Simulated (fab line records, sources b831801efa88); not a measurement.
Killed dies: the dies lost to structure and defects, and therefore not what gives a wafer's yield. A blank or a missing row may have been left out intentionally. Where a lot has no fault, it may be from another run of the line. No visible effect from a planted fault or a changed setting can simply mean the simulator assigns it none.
Which tool is to blame? ; flow gf180mcu ; 12 lots with 36 wafers sampled at 6 steps, on a route of 602 steps

== WHAT THE GAUGES SHOWED, per wafer ==
GF_V3_THK_MEAS_03. Usual: V3_CVD_02_THK 846 nm, standard deviation 12.
lot;measured;on;V3_CVD_02_THK (nm);flag
L661;day 21 17:56;filmMetro-01;843 827 857;
L662;day 22 00:47;filmMetro-04;826 846 860;
L670;day 24 20:37;filmMetro-01;848 850 851;
L671;day 25 02:45;filmMetro-01;856 837 836;
L672;day 25 04:11;filmMetro-01;845 868 786;
L675;day 26 10:13;filmMetro-01;850 773 844;
L676;day 26 13:37;filmMetro-01;841 841 846;
L677;day 27 09:47;filmMetro-01;837 828 820;
L679;day 27 14:58;filmMetro-01;845 851 853;
L681;day 28 11:58;filmMetro-03;847 856 846;
L683;day 28 22:52;filmMetro-03;827 843 864;
L682;day 29 01:50;filmMetro-01;821 855 863;

GF_TOP_METAL_CD_MEAS_14: the cd target is 440 nm. Usual: cdNm 440.3 nm, standard deviation 2.5.
lot;measured;on;cdNm (nm);flag
L661;day 28 09:43;cdSem-02;437.8 442.1 438.0;
L662;day 28 15:50;cdSem-01;445.2 446.4 445.6;
L670;day 31 00:20;cdSem-01;439.6 439.3 439.8;
L671;day 31 04:38;cdSem-02;439.3 440.8 438.7;
L672;day 31 06:53;cdSem-01;443.9 444.2 442.4;
L675;day 32 06:56;cdSem-01;440.8 438.4 439.2;
L676;day 32 09:58;cdSem-01;442.5 441.2 442.1;
L677;day 33 01:50;cdSem-01;440.8 440.3 438.5;
L679;day 33 06:23;cdSem-02;436.3 436.7 435.6;
L681;day 33 22:14;cdSem-01;442.1 444.6 441.6;
L683;day 34 06:47;cdSem-02;441.0 443.1 439.3;
L682;day 34 09:29;cdSem-01;441.2 442.1 441.8;

GF_TOP_METAL_OVL_MEAS_15. Usual: TOP_METAL_OVL -1.2 nm, standard deviation 1.4.
lot;measured;on;TOP_METAL_OVL (nm);flag
L661;day 28 09:50;overlay-02;-2.4 0.3 -1.2;
L662;day 28 15:57;overlay-02;-1.7 -2.6 -3.4;
L670;day 31 00:27;overlay-02;-1.4 -2.7 -2.1;
L671;day 31 04:45;overlay-01;-1.0 -1.9 -3.2;
L672;day 31 07:00;overlay-02;0.4 -1.7 -1.4;
L675;day 32 07:03;overlay-02;-2.1 -0.2 0.5;
L676;day 32 10:04;overlay-02;0.5 -0.5 -0.3;
L677;day 33 01:57;overlay-01;-2.2 -2.3 -2.4;
L679;day 33 06:31;overlay-02;-1.5 -1.5 -0.8;
L681;day 33 22:22;overlay-02;-1.2 -2.9 -3.7;
L683;day 34 06:55;overlay-02;1.7 2.7 0.5;
L682;day 34 09:34;overlay-01;-3.7 -3.4 -1.5;

== TOOL THAT RAN EACH LOT (tool first, then ch and the chambers of the sampled wafers, then the start) ==
lot;GF_V3_CVD_02;GF_V3_CMP_04;GF_V5_SPUTTER_21
L661;pecvd-02 ch 0,2, day 21 17:52;cmp-01 ch 0,1,3, day 21 17:59;pvdSputter-01, day 27 12:14
L662;pecvd-02 ch 0,1, day 22 00:43;cmp-02 ch 1,2,3, day 22 00:50;pvdSputter-04, day 27 19:29
L670;pecvd-01 ch 0,2, day 24 20:32;cmp-02 ch 0,2,3, day 24 20:47;pvdSputter-04, day 30 05:57
L671;pecvd-03 ch 0,1,2, day 25 02:41;cmp-02 ch 1,2,3, day 25 02:49;pvdSputter-03, day 30 10:08
L672;pecvd-01 ch 1,2, day 25 04:06;cmp-02 ch 0,1,2, day 25 04:20;pvdSputter-01, day 30 11:25
L675;pecvd-01 ch 0,1,2, day 26 10:08;cmp-02 ch 2,3, day 26 10:19;pvdSputter-03, day 31 13:27
L676;pecvd-03 ch 0,1,2, day 26 13:32;cmp-02 ch 1,3, day 26 13:40;pvdSputter-01, day 31 16:23
L677;pecvd-02 ch 0,1,2, day 27 09:43;cmp-01 ch 0,1,2, day 27 10:05;pvdSputter-04, day 32 09:28
L679;pecvd-03 ch 0,2, day 27 14:54;cmp-02 ch 0,1,2, day 27 15:04;pvdSputter-01, day 32 13:50
L681;pecvd-01 ch 0,2, day 28 11:53;cmp-02 ch 1,3, day 28 12:01;pvdSputter-04, day 33 05:49
L683;pecvd-02 ch 1,2, day 28 22:47;cmp-02 ch 0,1,3, day 28 23:01;pvdSputter-04, day 33 14:47
L682;pecvd-03 ch 0,1,2, day 29 01:44;cmp-02 ch 0,2,3, day 29 01:56;pvdSputter-04, day 33 17:34
- GF_V3_CVD_02: deposits SiO2 from TEOS, target thk 850 nm, time 94.851 s.
- GF_V3_CMP_04: polishes SiO2.
- GF_V5_SPUTTER_21: material Ti, target thk 15 nm, time 80.02 s.

== WHAT THE TOOLS THEMSELVES READ (means of the sampled wafers that have a number; where no wafer has one, the mark that the record gives instead) ==
GF_V3_CVD_02. Usual: heaterPowerW 612 W, standard deviation 85; runLengthS 122.5 s, standard deviation 0.53.
lot;tool;heaterPowerW (W);runLengthS (s);flag
L661;pecvd-02;679;122.9;
L662;pecvd-02;678;122.7;
L670;pecvd-01;535;122.2;
L671;pecvd-03;659;122.6;
L672;pecvd-01;502;119.7;OFF
L675;pecvd-01;568;119.9;OFF
L676;pecvd-03;639;122.7;
L677;pecvd-02;691;122.8;
L679;pecvd-03;682;123.1;
L681;pecvd-01;553;122.3;
L683;pecvd-02;624;122.9;
L682;pecvd-03;640;122.6;

GF_V3_CMP_04. Usual: motorCurrentA 11.7 A, standard deviation 0.76; timeToEndpointS 80 s, standard deviation 7.3.
lot;tool;motorCurrentA (A);timeToEndpointS (s);flag
L661;cmp-01;12.2;78;
L662;cmp-02;11.1;78;
L670;cmp-02;11.5;83;
L671;cmp-02;11.7;82;
L672;cmp-02;11.8;79;
L675;cmp-02;11.1;76;
L676;cmp-02;11.7;83;
L677;cmp-01;11.8;64;
L679;cmp-02;12.0;83;
L681;cmp-02;11.3;82;
L683;cmp-02;12.0;83;
L682;cmp-02;11.6;87;

GF_V5_SPUTTER_21. Usual: throttleValvePct 29.9 %, standard deviation 0.98.
lot;tool;throttleValvePct (%);flag
L661;pvdSputter-01;30.2;
L662;pvdSputter-04;29.5;
L670;pvdSputter-04;30.1;
L671;pvdSputter-03;29.9;
L672;pvdSputter-01;30.6;
L675;pvdSputter-03;30.6;
L676;pvdSputter-01;30.0;
L677;pvdSputter-04;30.0;
L679;pvdSputter-01;29.9;
L681;pvdSputter-04;29.3;
L683;pvdSputter-04;29.8;
L682;pvdSputter-04;29.8;

== THE ANSWER, worked out from the rows above alone ==
Rule: take the mean of a lot's wafers that have a number; if it is more than 3 standard deviations from the usual mean, the lot is off. Also off: a lot with no number at a reading for which 4 or more lots have one. The other lots that the step has rows for count as sound. First the gauges in route order, then the tools' own readings, where a lot's mean is used as printed above. At the first step where some lot is off, the reading lying furthest off is the one used; lots without a number count as furthest.
Off at GF_V3_CVD_02 (runLengthS): L672, L675.
A tool fits if, at that step or a process step before it, it ran every lot that is off, and no sound lot after the first of them. No candidate that was tried fits.

== WHAT THE SIMULATOR PUT IN ==
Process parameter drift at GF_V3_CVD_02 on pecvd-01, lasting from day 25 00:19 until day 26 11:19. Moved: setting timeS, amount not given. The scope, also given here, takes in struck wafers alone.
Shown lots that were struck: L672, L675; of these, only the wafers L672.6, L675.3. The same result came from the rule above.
